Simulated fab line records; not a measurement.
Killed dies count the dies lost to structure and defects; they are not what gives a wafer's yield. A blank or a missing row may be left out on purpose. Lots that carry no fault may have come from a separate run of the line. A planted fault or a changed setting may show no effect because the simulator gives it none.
Struck lot and sound lot, side by side	flow sky130	20 out of 708 route steps
Sound: these wafers, L262.1, L262.2, L262.6. The struck wafers were L263.1, L263.3, L263.5. The cause is given at the end.
Order at every step that has rows: each side's tool, ch and its chambers, its first start. Under that, the readings that differ: sound wafers	struck wafers	difference of the means	sigmas: that difference in standard deviations of wafers without a fault.
alike: a reading whose means differ by less than 2 such deviations, as well as words and numbers matching on both sides. not compared: withheld readings; readings where some wafer has no value; bounds like >300 that might hide an equal value; numbers whose values overlap and for which the record gives no deviation.
A row with sigmas, a row that says differs or no value, or rows on one side alone: a step with any of these is where the two part. Numbers that have no deviation but don't overlap get no sigmas and don't part them. A reading that every wafer of one side lacks parts them only if that side has two wafers or more.

SKY_SD_N_RS_MEAS_17: measures by four-point-probe.
  sound on film metro-04, day 29 05:25; struck on film metro-03, day 29 10:31
  alike: SD_P_RS
SKY_SD_N_RS_MEAS_18: measures by four-point-probe.
  sound on film metro-04, day 29 05:32; struck on film metro-03, day 29 10:38
  alike: RES_XHIGH_RS
then, 2 steps without rows for these wafers: SKY_SALICIDE_CLEAN_00 (cleans in HF-last, time 30 s); SKY_LI_CONTACT_HDPCVD_00 (deposits PSG, target thk 930 nm, time 155 s).
SKY_LI_CONTACT_THK_MEAS_01:
  sound on film metro-04, day 29 05:47; struck on film metro-03, day 29 10:54
  alike: LI_CONTACT_HDPCVD_THK
SKY_LI_CONTACT_CMP_02: polishes PSG.
  sound on cmp-02 ch 0,1,3, day 29 05:50; struck on cmp-01 ch 1,2,3, day 29 10:58
reading	sound	struck	difference	sigmas
time to endpoint s (s)	26 27 27	39 37 28	+8	+2
  alike: motor current A
SKY_LI_CONTACT_BOW_MEAS_03:
  sound on film metro-04, day 29 06:08; struck on film metro-04, day 29 11:16
  alike: LI_CONTACT_BOW
then, 5 steps without rows for these wafers: SKY_LI_CONTACT_DEHYDRATE_04 (time 60 s); SKY_LI_CONTACT_HMDS_05 (prime time 60 s); SKY_LI_CONTACT_COAT_06 (resist thk 60 nm); SKY_LI_CONTACT_COAT_07 (resist thk 450 nm); SKY_LI_CONTACT_SOFTBAKE_08 (time 90 s).
SKY_LI_CONTACT_EXPOSE_09: exposes mask LICM1, target cd 170 nm.
  sound on krf scanner-01 ch 0, day 29 20:41; struck on krf scanner-01 ch 0, day 30 01:19
  alike: mask
then, 2 steps without rows for these wafers: SKY_LI_CONTACT_PEB_10; SKY_LI_CONTACT_DEVELOP_11 (develop time 60 s).
SKY_LI_CONTACT_CD_MEAS_12: target cd 170 nm.
  sound on cd sem-01, day 30 10:59; struck on cd sem-02, day 30 15:29
reading	sound	struck	difference	sigmas
cd nm (nm)	168.9 169.7 169.6	165.9 166.5 166.0	-3.3	-3
SKY_LI_CONTACT_OVL_MEAS_13:
  sound on overlay-02, day 30 11:07; struck on overlay-02, day 30 15:37
  alike: LI_CONTACT_OVL
SKY_LI_CONTACT_ETCH_14: etches BARC in N2/H2, stops on SiO2, time 45.9 s, target depth 60 nm.
  sound on rie diel-03 ch 0,3, day 30 11:09; struck on rie diel-01 ch 0,1,2, day 30 15:39
reading	sound	struck	difference	sigmas
model.LI_CONTACT.cd nm (nm)	168.5 170.1 170.3	165.6 165.5 166	-3.9	
  alike: drypump motor current A, oes product au, throttle valve pct
  not compared: rf hours counter h
SKY_LI_CONTACT_ETCH_15: etches PSG in C4F8/O2/Ar, stops on Si, target depth 600 nm.
  sound on rie diel-03 ch 0,3, day 30 11:11; struck on rie diel-01 ch 0,1,2, day 30 15:41
  alike: oes product au
-- here the record skips 16 days between the struck wafers' starts before and after, leaving off in module LI_CONTACT and picking up in module PAD_OPEN (first step shown: number 708 of the route) --
SKY_PAD_OPEN_PROBE_99:
  sound on prober-02, day 46 18:56; struck on prober-01, day 46 22:29
  alike: killed_at_M0_to_M3, killed_at_M4_up, killed at contacts, killed at front end, killed at other, killed dies, killed open, killed short

== WHERE THEY PART ==
First at SKY_LI_CONTACT_CMP_02; last, within this record, at SKY_LI_CONTACT_CD_MEAS_12. Later steps at which nothing parts them and some readings are alike: SKY_LI_CONTACT_OVL_MEAS_13, SKY_LI_CONTACT_ETCH_14, SKY_LI_CONTACT_ETCH_15, SKY_PAD_OPEN_PROBE_99.

WHY: what had been put in by the simulator
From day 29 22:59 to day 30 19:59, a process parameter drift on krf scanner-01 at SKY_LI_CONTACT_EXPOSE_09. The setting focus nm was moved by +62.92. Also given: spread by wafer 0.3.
